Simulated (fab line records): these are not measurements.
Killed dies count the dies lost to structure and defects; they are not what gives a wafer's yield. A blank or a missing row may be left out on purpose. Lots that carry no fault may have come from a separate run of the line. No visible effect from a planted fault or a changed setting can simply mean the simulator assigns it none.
Problem report, 8D (eight disciplines) form, completed by code | flow sky130 | the parts of the form that need people (team, actions taken, sign-off) are left out

## 1. THE PROBLEM
Mean of run-length-s at SKY_SONOS_ONO_WET_ETCH_16: 172 s over 3 wafers from 1 lot, against 308 s (standard deviation 3.9) on wafers with no fault. Measured from the usual mean, that is -35 standard deviations.
The step: etches SiO2 in dHF, target depth 14 nm, time 280 s.
First observed at day 15 02:47: wafer L332.2, on wet-bench-01. The record has a number at this step for 39 wafers belonging to 13 lots. Rule for "out" (also "out of limits"): further than 4 standard deviations from the usual mean. All remaining wafers that have a number are taken as sound.

## 2. WHAT IT IS AND WHAT IT IS NOT
question                    | is                     | is not
which readings at this step | run-length-s           | -
which lots                  | L332                   | L326, L327, L328, L338, L339, L341, L343, L344, L345, L346, L347, L348
which wafers of those lots  | all that have a number | -
read on which tools         | wet-bench-01           | wet-bench-03, wet-bench-04
when                        | from day 15 02:47      | up to then (9 sound wafers); but 27 sound wafers of L338, L339, L341, L343, L344, L345, L346, L347, L348 came after

## 3. SUSPECTS, AND WHAT RULES EACH OUT
Counting: a tool at any process step up to the reading remains a suspect when it ran all the lots that are out and ran no sound lot after the first of those.
- rie-si-02 at SKY_FIELD_ISO_ETCH_17 (etches Si in HBr/Cl2/O2, target depth 342 nm, time 97.7 s): ruled out as a lasting fault. After its first lot that is out, L332 (day 3 17:44), sound lots L339, L344 ran on it.
- wet-bench-01 at SKY_SONOS_ONO_WET_ETCH_16 (etches SiO2 in dHF, target depth 14 nm, time 280 s): ruled out as a lasting fault. After its first lot that is out, L332 (day 15 02:47), sound lots L345, L347 ran on it.
Left after counting: nothing in the record.

## 4. THE CAUSE (what the simulator had put in)
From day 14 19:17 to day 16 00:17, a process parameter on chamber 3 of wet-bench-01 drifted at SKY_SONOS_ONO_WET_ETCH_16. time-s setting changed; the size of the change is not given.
Counting ruled it out, wrongly.

## 5. SEQUENCE OF EFFECTS, ordered by route
Rows list readings where the struck wafers' mean (over those with a number) sits beyond 3 standard deviations from the usual. Scope: only readings with a usual standard deviation given in the record; hours: median across lots of the time from each lot's start at the first step in this table that gives one to its start at this step; sigmas: change in usual standard deviations.
hours | step                      | reading      | usual | on struck wafers | change | sigmas
0     | SKY_SONOS_ONO_WET_ETCH_16 | run-length-s | 308 s | 172              | -136   | -35
The process steps in it:
- SKY_SONOS_ONO_WET_ETCH_16: etches SiO2 in dHF, target depth 14 nm, time 280 s.

## 6. WHAT WOULD HAVE CAUGHT IT SOONER
8 hours passed between the start of the fault at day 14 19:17 and the first reading out of limits in this record, taken at day 15 02:47.
